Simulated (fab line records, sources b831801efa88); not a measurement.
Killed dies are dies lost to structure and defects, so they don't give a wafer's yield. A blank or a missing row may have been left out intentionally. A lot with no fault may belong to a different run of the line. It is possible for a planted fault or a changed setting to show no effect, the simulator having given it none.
The tool behind it: which one?    flow gf180mcu    13 lots with 39 wafers sampled at 4 steps, on a route of 602 steps

== WHAT EACH GAUGE READ, for each wafer ==
GF_HV_LDD_OVL_MEAS_08. Usual: for HV_LDD_OVL the level is 1.0 nm and the standard deviation is 1.1.
lot   measured      on          HV_LDD_OVL (nm)  flag
L696  day 9 23:34   overlay-01  3.0 2.3 1.2      
L697  day 10 08:34  overlay-02  1.8 2.9 3.2      
L698  day 10 14:46  overlay-01  1.9 0.0 0.5      
L699  day 10 21:31  overlay-01  -0.4 0.0 0.6     
L700  day 11 02:28  overlay-01  -0.1 0.7 -0.9    
L702  day 11 18:07  overlay-01  0.4 -0.4 0.8     
L704  day 12 11:25  overlay-01  -2.1 -1.0 0.6    
L706  day 13 02:13  overlay-01  1.1 0.2 1.5      
L713  day 15 05:52  overlay-01  1.1 1.1 2.5      
L714  day 15 13:28  overlay-02  3.0 1.5 1.7      
L715  day 15 21:56  overlay-02  -0.3 0.5 1.5     
L718  day 16 21:13  overlay-02  1.3 1.5 2.0      
L719  day 17 07:58  overlay-02  1.7 0.2 -0.1     

GF_HV_LDD_THK_MEAS_57. Usual: for HV_LDD_CVD_56_THK the level is 89.9 nm and the standard deviation is 0.71.
lot   measured      on             HV_LDD_CVD_56_THK (nm)  flag
L696  day 12 10:21  film-metro-02  89.7 88.5 89.1          
L697  day 12 21:52  film-metro-03  91.2 90.5 91.1          
L698  day 13 04:04  film-metro-01  90.4 89.7 90.5          
L699  day 13 10:25  film-metro-03  89.8 89.8 89.9          
L700  day 13 18:04  film-metro-01  90.6 90.8 90.2          
L702  day 14 10:58  film-metro-01  90.2 89.4 90.1          
L704  day 15 05:08  film-metro-01  89.2 89.6 89.5          
L706  day 15 22:11  film-metro-01  89.0 89.3 89.2          
L713  day 18 05:42  film-metro-03  90.3 90.6 90.8          
L714  day 18 14:36  film-metro-01  89.9 90.6 90.2          
L715  day 18 23:11  film-metro-02  88.8 89.0 89.1          
L718  day 20 00:42  film-metro-02  89.5 89.3 88.8          
L719  day 20 11:18  film-metro-01  90.0 89.8 90.2          

GF_PSD_OVL_MEAS_08. Usual: for PSD_OVL the level is -0.8 nm and the standard deviation is 1.5.
lot   measured      on          PSD_OVL (nm)    flag
L696  day 14 02:07  overlay-01  -1.0 -1.6 -0.3  
L697  day 14 14:00  overlay-01  -1.9 -1.4 0.1   
L698  day 14 22:22  overlay-02  0.0 2.0 1.2     
L699  day 15 04:31  overlay-02  1.9 2.9 1.1     
L700  day 15 12:21  overlay-02  -0.8 0.5 -0.5   
L702  day 16 05:55  overlay-01  -2.7 -3.2 -2.3  
L704  day 17 02:00  overlay-01  0.1 -1.5 -2.7   
L706  day 17 19:58  overlay-01  -1.4 -1.5 -1.7  
L713  day 20 05:31  overlay-01  -2.2 -0.7 -1.5  
L714  day 20 14:51  overlay-01  -0.2 0.0 0.0    
L715  day 20 23:25  overlay-01  -1.5 -1.2 -1.4  
L718  day 22 01:04  overlay-02  -0.9 0.1 0.2    
L719  day 22 10:19  overlay-02  -1.0 -0.9 -1.1  

== WHICH TOOL RAN EACH LOT (tool, then ch and the chambers of the sampled wafers, then the start) ==
lot   GF_LVPWELL_EXPOSE_04
L696  iline-stepper-02 ch 0, day 3 13:38
L697  iline-stepper-01 ch 0, day 3 21:13
L698  iline-stepper-02 ch 0, day 4 02:20
L699  iline-stepper-02 ch 0, day 4 05:55
L700  iline-stepper-01 ch 0, day 4 10:40
L702  iline-stepper-02 ch 0, day 4 23:54
L704  iline-stepper-02 ch 0, day 5 10:31
L706  iline-stepper-02 ch 0, day 5 23:50
L713  iline-stepper-02 ch 0, day 7 13:13
L714  iline-stepper-01 ch 0, day 7 17:32
L715  iline-stepper-02 ch 0, day 7 23:46
L718  iline-stepper-01 ch 0, day 8 17:47
L719  iline-stepper-02 ch 0, day 9 01:13
- GF_LVPWELL_EXPOSE_04: exposes mask LVPWELL, target cd 600 nm.

== WHAT THE TOOLS THEMSELVES READ (means of the sampled wafers that have a number; where no wafer has one, the mark that the record gives instead) ==
The record holds no such reading with a usual standard deviation.

== THE ANSWER, worked out from the rows above alone ==
Rule: a lot counts as off when the mean over its wafers that have a number is more than 3 standard deviations away from the usual mean. A lot without any number at a reading at which 4 lots or more have one is off too. Where the step has rows for the other lots, those lots are counted as sound. First the gauges in route order, then the tools' own readings, where a lot's mean is used as printed above. The first step at which some lot is off is used, and at that step the reading that is off furthest; a lot without a number counts as furthest.
No lot is off at any reading shown: from this, nothing can be told.

== WHAT THE SIMULATOR HAD PUT IN ==
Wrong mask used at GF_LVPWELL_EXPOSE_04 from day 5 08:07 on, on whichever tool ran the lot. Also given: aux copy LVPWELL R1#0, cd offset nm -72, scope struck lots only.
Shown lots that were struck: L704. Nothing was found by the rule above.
